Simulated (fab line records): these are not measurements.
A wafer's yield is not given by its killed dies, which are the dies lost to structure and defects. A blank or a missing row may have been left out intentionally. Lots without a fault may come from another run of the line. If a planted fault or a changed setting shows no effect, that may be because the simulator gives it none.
fab line records	flow sky130
record lots=7	wafers=21	last-day=49
route steps=708 shown GATE_OXIDE@191 POLY_GATE@204 PAD_OPEN@708
lots with no fault: from the same line, run without faults
start-h: start of the lot's first displayed wafer, in hours after the record's first day	wait-h: hours from the lot's prior step to this one	" the same as in the row above	L1.1+2: several wafers, shown together as one row	- no value present, or no start provided	* or withheld: withheld	< > ~ a bound
route shown NAME@n: names a module that has steps shown in the file, with the first one's number in the route	usual: mean and standard deviation over wafers with no fault	same: alike in all rows	chamber/n: place in a boat	sites: each site's reading	_std_site: standard deviation across them	_edge_site: outer sites' mean less inner sites'	radius-mm: how far each site lies from the wafer's centre	mask NAME#n: copy n	behind: the tool/chamber that last shaped the wafer	hold: why the lot went on hold/how many hours it stayed there/how the hold came to an end	device: transistor that didn't switch, given as n, p or np	end of line: the same wafers' tests at the end of the route	for a step that has no rows: nothing shown but its recipe	killed: not the wafer's yield, but the dies lost to structure and defects at the first sort	map: a wafer's dies, marking killed ones x, the rest . and places with no die _
set.NAME: the run value of the setting; set.NAME@STEP: its run value at that earlier step	model.NAME: the simulator's own value behind a step, which no gauge read
certain route steps with their lots: each step a table, each wafer a row
services: the hour from which a tool's chamber was out of use, counted from the record's first day as start-h (under 0 if before that day), plus the number of hours and why
## steps
# step SKY_GATE_OXIDE_HMDS_04
# recipe prime-time-s=60	prime-temp-c=120
# step SKY_GATE_OXIDE_COAT_05
# recipe resist=NOVOLAK	spin-rpm=3000	resist-thk-nm=1140
# step SKY_GATE_OXIDE_SOFTBAKE_06
# recipe temp-c=90	time-s=60	resist=NOVOLAK
# step SKY_GATE_OXIDE_EXPOSE_07
# recipe mask-id=LVOM	na=0.6	source-shape=conventional	sigma-outer=0.6	polarization=unpolarized	target-cd-nm=600	dose-mj=170
# step SKY_GATE_OXIDE_PEB_08
# recipe temp-c=withheld	time-s=*	resist=NOVOLAK
# step SKY_GATE_OXIDE_DEVELOP_09
# recipe resist=NOVOLAK	developer=TMAH	develop-time-s=60	dev-temp-c=23
# step SKY_GATE_OXIDE_OVL_MEAS_10
# usual GATE_OXIDE_OVL=0.6/1.3
lot.wafer	tool	chamber	start-h	wait-h	GATE_OXIDE_OVL[nm]
L868.1	overlay-01	-	317.39	0.1	0.1
L868.2	"	-	"	"	-0.2
L868.4	"	-	"	"	0.3
L876.3	overlay-02	-	377.65	0.1	0.0
L876.5	"	-	"	"	0.1
L876.6	"	-	"	"	2.0
L877.1	overlay-01	-	395.00	0.1	-0.1
L877.3	"	-	"	"	0.1
L877.6	"	-	"	"	0.0
L882.1	overlay-02	-	442.24	0.1	-1.8
L882.2	"	-	"	"	-0.5
L882.5	"	-	"	"	0.3
L883.1	overlay-01	-	444.83	0.1	0.7
L883.2	"	-	"	"	1.6
L883.4	"	-	"	"	2.2
L884.1	overlay-02	-	450.69	0.1	0.9
L884.3	"	-	"	"	-1.4
L884.5	"	-	"	"	1.4
L885.3	overlay-01	-	454.95	0.1	3.3
L885.5	"	-	"	"	0.6
L885.6	"	-	"	"	4.2
# step SKY_GATE_OXIDE_IMPLANT_11
# recipe species=B	energy-kev=10	dose-cm2=2.6e+12	tilt-deg=withheld
# step SKY_GATE_OXIDE_WET_ETCH_12
# recipe chemistry=dHF	target-depth-nm=16.8	dry=n2-spin	target=SiO2	dilution=100:1	temp-c=25	time-s=336
# step SKY_GATE_OXIDE_STRIP_13
# recipe chemistry=O2/N2	power-w=1400	pressure-mtorr=1500	platen-temp-c=withheld	o2-flow-sccm=3000	n2-flow-sccm=300	overash-fraction=0.5
# usual drypump-motor-current-A=5.6/0.47	oes-product-au=0.716/0.0047	strip-time-to-endpoint-s=14.20/0.039
lot.wafer	tool	chamber	start-h	wait-h	drypump-motor-current-A	oes-product-au	rf-hours-counter-h	strip-time-to-endpoint-s
L868.1	plasma-asher-04	1	317.69	0.0	5.8	0.715	19	14.24
L868.2	"	0	"	"	5.5	0.710	19	14.15
L868.4	"	0	"	"	5.6	0.711	-	14.15
L876.3	plasma-asher-03	1	377.98	0.0	4.9	0.728	-	14.28
L876.5	"	0	"	"	6.2	0.716	-	14.27
L876.6	"	1	"	"	4.9	0.718	-	14.27
L877.1	plasma-asher-03	0	395.29	0.0	6.3	0.720	73	14.26
L877.3	"	1	"	"	4.9	0.718	-	14.27
L877.6	"	0	"	"	6.3	0.723	-	14.26
L882.1	plasma-asher-04	0	442.65	0.0	5.5	0.717	32	14.12
L882.2	"	1	"	"	5.8	0.721	32	14.17
L882.5	"	1	"	"	5.8	0.710	-	14.16
L883.1	plasma-asher-03	1	445.11	0.0	4.9	0.710	1	14.22
L883.2	"	0	"	"	6.3	0.718	1	14.17
L883.4	"	1	"	"	4.9	0.720	-	14.17
L884.1	plasma-asher-03	1	451.08	0.0	4.9	0.701	2	14.18
L884.3	"	0	"	"	6.3	0.721	-	14.17
L884.5	"	1	"	"	4.9	0.712	-	14.19
L885.3	plasma-asher-01	1	455.26	0.0	5.8	0.722	-	14.17
L885.5	"	1	"	"	5.9	0.716	-	14.26
L885.6	"	0	"	"	5.2	0.720	-	14.23
# step SKY_GATE_OXIDE_TW_MEAS_14
# usual GATE_OXIDE_TW=223.8/1.5
lot.wafer	tool	chamber	start-h	wait-h	GATE_OXIDE_TW
L868.1	film-metro-01	-	317.79	0.1	222.3
L868.2	"	-	"	"	223.4
L868.4	"	-	"	"	222.8
L876.3	film-metro-02	-	378.07	0.1	225.3
L876.5	"	-	"	"	224.1
L876.6	"	-	"	"	224.6
L877.1	film-metro-02	-	395.39	0.1	225.7
L877.3	"	-	"	"	223.2
L877.6	"	-	"	"	224.7
L882.1	film-metro-02	-	442.75	0.1	225.5
L882.2	"	-	"	"	225.9
L882.5	"	-	"	"	224.7
L883.1	film-metro-01	-	445.21	0.1	223.3
L883.2	"	-	"	"	222.6
L883.4	"	-	"	"	224.9
L884.1	film-metro-01	-	451.18	0.1	225.3
L884.3	"	-	"	"	223.4
L884.5	"	-	"	"	223.1
L885.3	film-metro-01	-	455.35	0.1	222.7
L885.5	"	-	"	"	222.7
L885.6	"	-	"	"	223.0
# step SKY_GATE_OXIDE_CLEAN_15
# recipe chemistry=SC1/SC2	mix=1:4:20	temp-c=70	time-s=150	dry=n2-spin
# step SKY_GATE_OXIDE_OXIDATION_16
# recipe temp-c=800	ambient=O2	idle-temp-c=700	ramp-up-c-per-min=10	ramp-down-c-per-min=3	stabilise-s=600	purge-s=300	target-thk-a=35.7	ox-time-s=1915
# usual spike-tc-bottom-C=820.3/0.93	spike-tc-centre-C=800.2/1	spike-tc-lower-C=801.9/1.9	spike-tc-top-C=812.9/1	spike-tc-upper-C=799.8/1.2	tube-center-temp-C=800.01/0.075	tube_center_temp_C_max=802.08/0.3	zone-power-centre-pct=14.18/0.14
lot.wafer	tool	chamber	start-h	wait-h	spike-tc-bottom-C	spike-tc-centre-C	spike-tc-lower-C	spike-tc-top-C	spike-tc-upper-C	tube-center-temp-C	tube_center_temp_C_max	zone-power-centre-pct	model.SiO2_of_GATE_OXIDE_OXIDATION_01.thk-nm
L868.1	furnace-01	0	317.90	0.0	819.6	800.3	804.8	814.1	797.2	800.09	801.87	14.12	11.74
L868.2	"	0	"	"	821.4	800.3	804.2	812.9	798.2	800	801.98	14.13	11.4
L868.4	"	0	"	"	820.7	801.4	802.2	813.5	799.5	800.01	802.20	14.22	11.52
L876.3	furnace-01	0	379.29	1.1	820.6	800.2	802.4	811.5	799.1	800.09	801.79	14.21	11.56
L876.5	"	0	"	"	821.1	799.4	804.0	811.7	799.0	800.13	802.32	14.07	11.71
L876.6	"	0	"	"	819.7	800.4	803.5	811.8	798.8	799.99	801.69	14.23	11.71
L877.1	furnace-02	0	398.05	2.5	820.7	799.7	800.1	810.4	799.1	800.09	802.00	14.40	11.96
L877.3	"	0	"	"	821.7	801.4	797.5	811.9	799.5	800.07	802.60	14.16	11.88
L877.6	"	0	"	"	820.4	801.6	798.3	812.6	800.2	799.99	801.94	14.27	11.89
L882.1	furnace-02	0	444.22	1.4	811.5	790.3	789.9	802.1	790.5	789.76	792.36	13.87	11.4
L882.2	"	0	"	"	811.9	791.0	790.2	801.7	791.4	789.65	792.26	13.79	11.48
L882.5	"	0	"	"	810.7	792.3	788.9	803.2	792.6	789.87	791.87	13.92	11.37
L883.1	furnace-02	0	447.00	1.6	811.2	789.2	790.9	802.8	790.3	789.74	791.42	13.81	11.25
L883.2	"	0	"	"	810.1	789.5	789.0	803.2	790.4	789.75	791.89	13.87	11.19
L883.4	"	0	"	"	810.0	792.0	789.2	802.9	789.3	789.8	791.65	13.84	11.09
L884.1	furnace-02	0	451.29	0.0	810.0	789.4	791.0	802.9	792.0	789.89	792.08	13.82	11.41
L884.3	"	0	"	"	810.6	791.3	789.6	803.1	790.2	789.9	792.30	13.72	11.64
L884.5	"	0	"	"	809.4	789.5	788.2	801.5	790.5	789.97	791.71	13.90	11.4
L885.3	furnace-01	0	456.62	1.1	820.8	799.4	802.4	814.4	798.2	799.99	802.17	14.22	11.45
L885.5	"	0	"	"	818.3	800.2	803.0	814.2	799.8	800.08	802.15	14.01	11.44
L885.6	"	0	"	"	818.1	801.1	801.8	812.1	798.7	799.98	801.92	14.30	11.44
# step SKY_POLY_GATE_CVD_00
# recipe material=poly-Si	target-thk-nm=180	temp-c=620	time-s=720	pressure-mtorr=200
# step SKY_PAD_OPEN_PROBE_99
# usual killed_at_M0_to_M3=43/6.8	killed_at_M4_up=3.2/1.8	killed-at-contacts=24/5.2	killed-at-front-end=15/4.2	killed-at-other=0.4/0.62	killed-dies=85/8.7	killed-open=46/6.7	killed-short=39/5.9
# same gross-dies=492	killed-at-back-side=0
lot.wafer	tool	chamber	start-h	wait-h	killed_at_M0_to_M3	killed_at_M4_up	killed-at-contacts	killed-at-front-end	killed-at-other	killed-dies	killed-open	killed-short	model.etest.nfet_01v8_lvt.drive-ua-um	model.etest.nfet_01v8_swapped.drive-ua-um	model.etest.nfet_01v8_turned.drive-ua-um	model.etest.nfet_01v8.drive-ua-um	model.etest.nfet_01v8.r-on-ohm-um	model.etest.sram-nfet-pass.drive-ua-um	model.etest.nfet-g5v0d10v5.drive-ua-um	model.etest.nfet_05v0_nvt.drive-ua-um
L868.1	prober-02	-	1078.96	0.1	58	4	20	7	0	89	52	37	560	491.9	489.4	494.2	854.8	462.8	592.8	569.3
L868.2	prober-02	-	1079.01	0.1	38	0	30	12	0	80	37	43	570.4	505.3	503.4	500.6	838.2	482.2	615.5	583.8
L868.4	prober-02	-	1079.11	0.2	30	1	25	17	0	73	38	35	583.7	511	509.1	512.8	827.5	507.7	606.7	579.3
L876.3	prober-01	-	1124.96	0.2	33	2	24	10	0	69	35	34	576.5	508.7	502.8	506.6	826	477.1	611.7	579.2
L876.5	prober-01	-	1125.06	0.2	34	5	23	16	0	78	46	32	561.6	492.4	490.6	493.2	849.6	488.5	598	576.3
L876.6	prober-01	-	1125.11	0.2	45	5	28	4	0	82	53	29	567.2	496.7	501.2	499.4	838.8	487.2	600.5	572.2
L877.1	prober-02	-	1139.61	0.1	33	9	30	14	0	86	51	34	592.8	521.1	521.8	519.8	802.5	527	591.9	559.2
L877.3	prober-02	-	1139.71	0.2	39	5	29	18	1	92	53	37	566.3	498.1	501.3	499	838.1	471.1	598.3	569
L877.6	prober-02	-	1139.86	0.2	51	2	23	15	0	91	57	34	573.5	505.2	504.3	498.6	826.4	485.6	595.8	563.7
L882.1	prober-01	-	1162.77	0.1	43	4	19	12	0	78	45	33	607	535	534.3	529.2	805.8	507.3	611.8	576
L882.2	prober-01	-	1162.82	0.1	52	4	20	14	0	90	45	45	606.1	536.6	535	535.2	811.3	515.7	603.7	574.1
L882.5	prober-01	-	1162.97	0.2	43	1	18	18	0	80	48	32	614.7	546.4	545.9	544.3	793.4	534.3	616.9	579.4
L883.1	prober-02	-	1163.92	0.1	41	1	20	22	0	84	46	38	642.4	571	568	573.9	775	538.8	628.3	593.4
L883.2	prober-02	-	1163.97	0.1	46	4	23	22	0	95	56	39	631	560.3	560.6	555	785.2	551.3	628.4	594.1
L883.4	prober-02	-	1164.07	0.2	45	3	26	20	0	94	47	47	628.7	559.8	555.7	548.4	792.8	539.2	636.6	603.4
L884.1	prober-01	-	1166.31	0.1	34	3	19	14	0	70	32	38	579.2	515.3	515.4	512.6	822.5	505.2	617.4	587.2
L884.3	prober-01	-	1166.41	0.2	47	2	35	15	0	99	55	44	590.8	521.1	517.5	521.5	809.2	503.9	604	577.5
L884.5	prober-01	-	1166.51	0.2	46	1	22	14	1	84	53	30	591.3	527.4	523.7	524	814.5	514	622.5	589.2
L885.3	prober-02	-	1173.38	0.2	48	5	25	21	2	101	51	49	578.1	507.8	506.4	505.8	820.7	499.1	617.2	582.6
L885.5	prober-02	-	1173.48	0.2	46	4	23	15	2	90	46	42	558.7	497.4	495.6	488.7	838.2	486.2	618	584.4
L885.6	prober-02	-	1173.53	0.2	42	2	29	17	0	90	50	40	572	500	503	501.7	823	484	619	583.7
# killed by level:class
L868.1 VIA1:geometric-particle:open=13 CONTACT:geometric-particle:open=8 METAL2:geometric-particle:short=8 VIA3:geometric-particle:open=8 VIA1:geometric-particle:short=7 VIA2:geometric-particle:open=6 VIA3:geometric-particle:short=5 LI_CONTACT:geometric-particle:open=4
L868.2 CONTACT:geometric-particle:open=10 CONTACT:geometric-particle:short=9 VIA1:geometric-particle:open=9 VIA1:geometric-particle:short=7 METAL2:geometric-particle:short=5 LOCAL_INTERCONNECT:geometric-particle:short=4 POLY_GATE:geometric-particle:open=4 VIA2:geometric-particle:short=4
L868.4 CONTACT:geometric-particle:open=11 VIA1:geometric-particle:open=7 FIELD_ISO:geometric-particle:open=6 LI_CONTACT:geometric-particle:open=6 VIA1:geometric-particle:short=5 METAL1:geometric-particle:short=4 VIA3:geometric-particle:open=4 FIELD_ISO:geometric-particle:short=3
L876.3 LOCAL_INTERCONNECT:geometric-particle:short=8 VIA1:geometric-particle:open=6 LI_CONTACT:geometric-particle:open=6 METAL1:geometric-particle:short=6 VIA3:geometric-particle:open=6 CONTACT:geometric-particle:open=5 METAL2:geometric-particle:short=4 FIELD_ISO:geometric-particle:short=3
L876.5 LI_CONTACT:geometric-particle:open=9 FIELD_ISO:geometric-particle:open=7 VIA1:geometric-particle:open=7 VIA2:geometric-particle:open=7 CONTACT:geometric-particle:open=4 METAL1:geometric-particle:short=4 VIA1:geometric-particle:short=4 CONTACT:geometric-particle:short=3
L876.6 VIA1:geometric-particle:open=17 CONTACT:geometric-particle:open=14 METAL1:geometric-particle:short=8 VIA2:geometric-particle:open=7 LI_CONTACT:geometric-particle:open=5 LOCAL_INTERCONNECT:geometric-particle:short=4 VIA1:geometric-particle:short=4 METAL4:geometric-particle:short=4
L877.1 CONTACT:geometric-particle:open=14 VIA1:geometric-particle:open=11 CONTACT:geometric-particle:short=6 VIA1:geometric-particle:short=5 METAL4:geometric-particle:short=5 FIELD_ISO:geometric-particle:open=4 POLY_GATE:geometric-particle:open=4 LI_CONTACT:geometric-particle:open=4
L877.3 CONTACT:geometric-particle:open=13 VIA1:geometric-particle:open=8 VIA2:geometric-particle:open=8 VIA3:geometric-particle:open=7 LOCAL_INTERCONNECT:geometric-particle:short=5 POLY_GATE:geometric-particle:open=4 POLY_GATE:geometric-particle:short=4 LI_CONTACT:geometric-particle:open=4
L877.6 VIA3:geometric-particle:open=10 CONTACT:geometric-particle:open=9 VIA1:geometric-particle:open=9 LI_CONTACT:geometric-particle:open=7 FIELD_ISO:geometric-particle:open=6 METAL1:geometric-particle:short=6 VIA1:geometric-particle:short=6 VIA2:geometric-particle:open=6
L882.1 VIA1:geometric-particle:open=10 CONTACT:geometric-particle:short=8 VIA3:geometric-particle:open=8 CONTACT:geometric-particle:open=7 METAL2:geometric-particle:short=6 VIA2:geometric-particle:open=5 VIA1:geometric-particle:short=4 FIELD_ISO:geometric-particle:short=3
L882.2 METAL2:geometric-particle:short=11 VIA1:geometric-particle:short=10 VIA1:geometric-particle:open=10 LI_CONTACT:geometric-particle:open=6 FIELD_ISO:geometric-particle:open=5 CONTACT:geometric-particle:open=5 METAL1:geometric-particle:short=4 METAL2:geometric-particle:open=4
L882.5 VIA1:geometric-particle:open=9 VIA3:geometric-particle:open=8 LI_CONTACT:geometric-particle:open=8 CONTACT:geometric-particle:open=6 VIA3:geometric-particle:short=5 FIELD_ISO:geometric-particle:open=4 VIA2:geometric-particle:short=4 FIELD_ISO:geometric-particle:short=3
L883.1 VIA1:geometric-particle:open=12 CONTACT:geometric-particle:open=11 METAL2:geometric-particle:short=9 FIELD_ISO:geometric-particle:open=7 POLY_GATE:geometric-particle:short=6 FIELD_ISO:geometric-particle:short=5 CONTACT:geometric-particle:short=4 METAL1:geometric-particle:open=4
L883.2 VIA2:geometric-particle:open=10 VIA3:geometric-particle:open=10 VIA1:geometric-particle:open=10 CONTACT:geometric-particle:open=9 FIELD_ISO:geometric-particle:short=7 LI_CONTACT:geometric-particle:open=5 POLY_GATE:geometric-particle:short=5 FIELD_ISO:geometric-particle:open=4
L883.4 CONTACT:geometric-particle:open=9 LOCAL_INTERCONNECT:geometric-particle:short=8 VIA2:geometric-particle:open=8 FIELD_ISO:geometric-particle:short=7 METAL1:geometric-particle:short=7 VIA1:geometric-particle:open=7 FIELD_ISO:geometric-particle:open=5 METAL2:geometric-particle:open=5
L884.1 LI_CONTACT:geometric-particle:open=7 VIA2:geometric-particle:open=6 SPACER:geometric-particle:short=5 CONTACT:geometric-particle:short=5 METAL1:geometric-particle:short=5 VIA1:geometric-particle:short=5 POLY_GATE:geometric-particle:short=4 CONTACT:geometric-particle:open=4
L884.3 CONTACT:geometric-particle:open=13 VIA1:geometric-particle:open=12 CONTACT:geometric-particle:short=9 VIA3:geometric-particle:open=8 METAL2:geometric-particle:short=7 LI_CONTACT:geometric-particle:open=6 METAL1:geometric-particle:short=6 VIA2:geometric-particle:open=6
L884.5 VIA1:geometric-particle:open=13 CONTACT:geometric-particle:open=9 VIA2:geometric-particle:open=8 VIA3:geometric-particle:open=7 FIELD_ISO:geometric-particle:short=6 CONTACT:geometric-particle:short=5 LI_CONTACT:geometric-particle:open=4 FIELD_ISO:geometric-particle:open=3
L885.3 VIA1:geometric-particle:open=14 CONTACT:geometric-particle:open=9 VIA2:geometric-particle:open=8 METAL2:geometric-particle:short=6 FIELD_ISO:geometric-particle:open=5 CONTACT:geometric-particle:short=5 VIA1:geometric-particle:short=5 FIELD_ISO:geometric-particle:short=4
L885.5 CONTACT:geometric-particle:open=10 METAL2:geometric-particle:short=9 VIA1:geometric-particle:short=9 LI_CONTACT:geometric-particle:open=7 VIA1:geometric-particle:open=7 FIELD_ISO:geometric-particle:short=6 VIA2:geometric-particle:open=6 VIA3:geometric-particle:open=6
L885.6 CONTACT:geometric-particle:open=16 METAL2:geometric-particle:short=7 VIA1:geometric-particle:open=7 VIA2:geometric-particle:open=7 VIA1:geometric-particle:short=6 LI_CONTACT:geometric-particle:open=5 POLY_GATE:geometric-particle:open=4 LI_CONTACT:geometric-particle:short=4
## services
tool	chamber	start-h	hours	kind
plasma-asher-04	-	309.93	2.8	pm
plasma-asher-01	-	359.54	2.6	repair
plasma-asher-01	-	366.70	0.4	repair
furnace-01	-	397.63	3.7	pm
plasma-asher-01	-	407.28	2.8	pm
plasma-asher-03	-	421.28	9.0	pm
plasma-asher-03	0	421.28	9.0	vent-cycle
plasma-asher-03	1	421.28	9.0	vent-cycle
plasma-asher-03	0	430.28	-	clean
plasma-asher-03	1	430.28	-	clean
furnace-02	-	437.16	5.3	pm
## key
first-sign step=SKY_GATE_OXIDE_OXIDATION_16	reading=tube-center-temp-C	direction=down	sigmas=99+	usual=*	struck=*
effect step=SKY_GATE_OXIDE_OXIDATION_16	reading=tube_center_temp_C_max	direction=down	sigmas=34	usual=*	struck=*
model-effect step=SKY_GATE_OXIDE_OXIDATION_16	value=SiO2_of_GATE_OXIDE_OXIDATION_01.thk-nm	without=11.64	struck=11.36
model-effect step=SKY_PAD_OPEN_PROBE_99	value=etest.nfet_01v8_lvt.drive-ua-um	without=576.6	struck=610.1
met-at SKY_GATE_OXIDE_OXIDATION_16
struck-wafers L882.1,L882.2,L882.5,L883.1,L883.2,L883.4,L884.1,L884.3,L884.5
tester-left-out L882,L883,L884
fault kind=process-parameter-drift	tool=furnace-02	chamber=-	onset-h=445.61	steps=SKY_GATE_OXIDE_OXIDATION_16	channel=temp-c	offset=*	shape=step	end-h=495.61	acts-in=*	stated=*
# tester-left-out: of these lots the tester's yield and bins aren't shown, on N5 and GAA mostly nor the transistor test; their killed dies are dies lost to structure and defects alone, not to doping, threshold or leakage, so they don't give the yield
